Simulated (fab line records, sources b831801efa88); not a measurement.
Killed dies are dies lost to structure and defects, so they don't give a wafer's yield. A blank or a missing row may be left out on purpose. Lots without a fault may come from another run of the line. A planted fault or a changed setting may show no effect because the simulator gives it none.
Tool commonality check | flow sky130 | 12 lots, 42 wafers sampled

WHY IT WAS OPENED
At SKY_NWELL_TW_MEAS_26 the reading NWELL_2_TW is flagged on 2 of 12 lots. Wafers without a fault read 495, standard deviation 3.5.
Rule: a lot is flagged when every wafer of it that has a number lies more than 4 standard deviations from that mean, or none has a number. The other lots count as sound.

lot  | measured     | on            | NWELL_2_TW, wafer by wafer | flag
L404 | day 5 08:51  | film_metro-02 | 499 499 500                |
L406 | day 5 19:59  | film_metro-01 | 495 497 500                |
L407 | day 6 03:45  | film_metro-01 | 496 494 495                |
L409 | day 6 14:12  | film_metro-02 | 497 496 497                |
L411 | day 7 03:43  | film_metro-02 | 497 496 501                |
L412 | day 7 05:39  | film_metro-03 | 491 492 494                |
L413 | day 7 19:07  | film_metro-01 | 495 494 496                |
L423 | day 10 05:20 | film_metro-03 | 552 549 552 555 549 553    | FLAGGED
L424 | day 10 10:59 | film_metro-02 | 552 555 556 556 554 554    | FLAGGED
L425 | day 10 18:53 | film_metro-03 | 491 492 492                |
L426 | day 10 20:55 | film_metro-02 | 494 495 497                |
L427 | day 11 03:18 | film_metro-02 | 497 499 498                |
The numbers of the flagged lots are 553 on average: +58 against the usual, or +17 standard deviations.

WHICH TOOL RAN EACH LOT
The record holds 1 process step before the reading, out of a route of 708 steps. In each cell: the tool, then ch and the chambers that the sampled wafers went through, then the start.
lot  | flag    | SKY_NWELL_IMPLANT_24
L404 |         | implanter-01 ch 0, day 5 08:36
L406 |         | implanter-01 ch 0, day 5 19:44
L407 |         | implanter-01 ch 0, day 6 03:30
L409 |         | implanter-03 ch 0, day 6 13:57
L411 |         | implanter-04 ch 0, day 7 03:29
L412 |         | implanter-03 ch 0, day 7 05:24
L413 |         | implanter-03 ch 0, day 7 18:52
L423 | FLAGGED | implanter-03 ch 0, day 10 05:08
L424 | FLAGGED | implanter-03 ch 0, day 10 10:46
L425 |         | implanter-04 ch 0, day 10 18:39
L426 |         | implanter-01 ch 0, day 10 20:41
L427 |         | implanter-04 ch 0, day 11 03:03
What these steps do:
- SKY_NWELL_IMPLANT_24
- SKY_NWELL_TW_MEAS_26

FLAGGED OVER TOTAL, TOOL BY TOOL (the gauges that took the reading come last)
step                 | tool          | lots run | flagged | share of the flagged lots | sound lots run after its first flagged lot
SKY_NWELL_IMPLANT_24 | implanter-01  | 4        | 0       | none                      | -
SKY_NWELL_IMPLANT_24 | implanter-03  | 5        | 2       | all                       | 0
SKY_NWELL_IMPLANT_24 | implanter-04  | 3        | 0       | none                      | -
SKY_NWELL_TW_MEAS_26 | film_metro-01 | 3        | 0       | none                      | -
SKY_NWELL_TW_MEAS_26 | film_metro-02 | 6        | 1       | some                      | 2 (L426,L427)
SKY_NWELL_TW_MEAS_26 | film_metro-03 | 3        | 1       | some                      | 1 (L425)

WHAT THE TABLE ALLOWS
1 row of the table ran every flagged lot: implanter-03 at SKY_NWELL_IMPLANT_24.
- implanter-03 at SKY_NWELL_IMPLANT_24: 2 of its 5 lots flagged. Its last sound lot is L413 (day 7 18:52), its first flagged lot L423 (day 10 05:08): a fault that began between those two fits. Its own readings lie more than 4 standard deviations out on every wafer of the flagged lots: dose_ions_cm2, faraday_current_uA.
One tool is left: implanter-03 at SKY_NWELL_IMPLANT_24.

WHAT THE SIMULATOR HAD PUT IN
Process parameter drift: implanter-03, from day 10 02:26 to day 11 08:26, at SKY_NWELL_IMPLANT_24. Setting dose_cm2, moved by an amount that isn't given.
Lots struck among those shown: L423, L424. The rule above found the same.
